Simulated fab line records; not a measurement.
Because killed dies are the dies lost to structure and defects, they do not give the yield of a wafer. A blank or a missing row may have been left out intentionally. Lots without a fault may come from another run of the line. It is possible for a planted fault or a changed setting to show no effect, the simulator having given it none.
The same fault as seen by 2 desks ; flow sky130 ; numbers are kept per desk, each desk with only its own; the story behind them comes last

## THE TOOL OWNER'S DESK: furnace-01
The tool's own readings at SKY_GATE_OXIDE_OXIDATION_16 (stabilise 600 s, purge 300 s, target thk 3.57 nm): means of the sampled wafers that have a number, for each lot that ran on this tool. Marked OUT: a lot whose mean sits more than 4 standard deviations from the usual mean, which makes it out of limits; the brackets give that distance. It has 9 readings, of which 7 appear: the earliest out of limits, and the ones furthest out on some lot.
Columns: A = spike tc bottom C at SKY_GATE_OXIDE_OXIDATION_16, usual 818 C; B = spike tc centre C at SKY_GATE_OXIDE_OXIDATION_16, usual 801.7 C; C = spike tc lower C at SKY_GATE_OXIDE_OXIDATION_16, usual 799.4 C; D = spike tc top C at SKY_GATE_OXIDE_OXIDATION_16, usual 815.2 C; E = spike tc upper C at SKY_GATE_OXIDE_OXIDATION_16, usual 800.8 C; F = tube center temp C at SKY_GATE_OXIDE_OXIDATION_16, usual 800.01 C; G = tube_center_temp_C_max at SKY_GATE_OXIDE_OXIDATION_16, usual 802.1
lot;first seen here;A;B;C;D;E;F;G
L989;day 13 18:49;816;800.9;798.8;816.6;801.3;800.02;802.0
L990;day 14 04:58;817;801.6;799.2;816.7;800.3;800.00;802.3
L996;day 16 10:44;815;801.0;798.3;817.8;800.0;799.97;801.8
L998;day 17 00:48;815;800.6;798.4;816.7;799.7;799.94;801.8
L999;day 17 16:22;806;793.1 (-7.8) OUT;789.9 (-6.3) OUT;807.9;791.6 (-7.7) OUT;790.96 (-99 or more) OUT;793.2 (-25) OUT
L102;day 18 10:25;808;792.5 (-8.4) OUT;789.2 (-6.8) OUT;808.8;792.5 (-6.9) OUT;790.96 (-99 or more) OUT;792.8 (-26) OUT
L103;day 18 13:44;806 (-4.1) OUT;791.7 (-9.1) OUT;789.3 (-6.8) OUT;807.4;792.6 (-6.9) OUT;791.02 (-99 or more) OUT;793.3 (-25) OUT
L110;day 21 01:34;816;801.1;798.0;818.0;801.4;800.04;802.1
L111;day 21 10:45;816;801.7;798.3;817.5;801.6;799.94;802.1
L112;day 21 16:25;815;801.5;798.5;818.0;801.3;799.97;802.3
This desk finds L102, L103, L999 out of limits, L999 being first, at day 17 16:22 (spike tc centre C at SKY_GATE_OXIDE_OXIDATION_16). In limits: L989, L990, L996, L998, L110, L111, L112.

## METROLOGY DESK
Lot by lot, what the gauges showed, no matter which tool ran the lot: averages of those sampled wafers that carry a number. Marked OUT: a lot whose mean sits more than 4 standard deviations from the usual mean, which makes it out of limits; the brackets give that distance.
Columns: A = VT_ADJUST_PCH_OVL at SKY_VT_ADJUST_PCH_OVL_MEAS_07, usual 0.1 nm; B = POLY_GATE_TW at SKY_RES_PROTECT_TW_MEAS_08, usual 4067; C = cd nm at SKY_POLY_GATE_CD_MEAS_13, usual 149.5 nm
lot;first seen here;A;B;C
L989;day 10 10:30;1.5;4084;149.3
L990;day 10 18:43;0.8;4098;148.3
L992;day 11 08:05;-1.4;4078;148.5
L996;day 12 19:22;2.8;4009;149.6
L998;day 13 06:59;-2.8;4172;149.0
L999;day 13 19:30;0.4;4139;148.3
L100;day 13 23:32;0.5;3998;148.9
L101;day 14 04:47;0.9;4053;152.1
L102;day 14 11:39;-0.7;3972;150.5
L103;day 14 16:18;0.8;4074;149.7
L110;day 16 23:06;-0.6;4059;148.4
L111;day 17 08:11;-1.3;3949;153.2
L112;day 17 14:42;-1.1;4121;147.7
This desk's finding: nothing out of limits on any of the 13 lots.

## BROUGHT TOGETHER
The tool owner's desk could have raised an alarm at day 17 16:22, on L102, L103, L999.
Metrology desk: nothing out of limits seen.
The metrology desk has L102, L103, L999 on record, within its limits.
SKY_GATE_OXIDE_OXIDATION_16 was run on furnace-01 by each of the lots named.

## WHAT HAD BEEN PUT IN BY THE SIMULATOR
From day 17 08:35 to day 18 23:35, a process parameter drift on furnace-01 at SKY_GATE_OXIDE_OXIDATION_16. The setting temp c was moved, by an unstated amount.
Shown lots that were struck: L102, L103, L999.
Delay in hours, fault start to first out-of-limits reading, by desk: the tool owner's desk at 8.
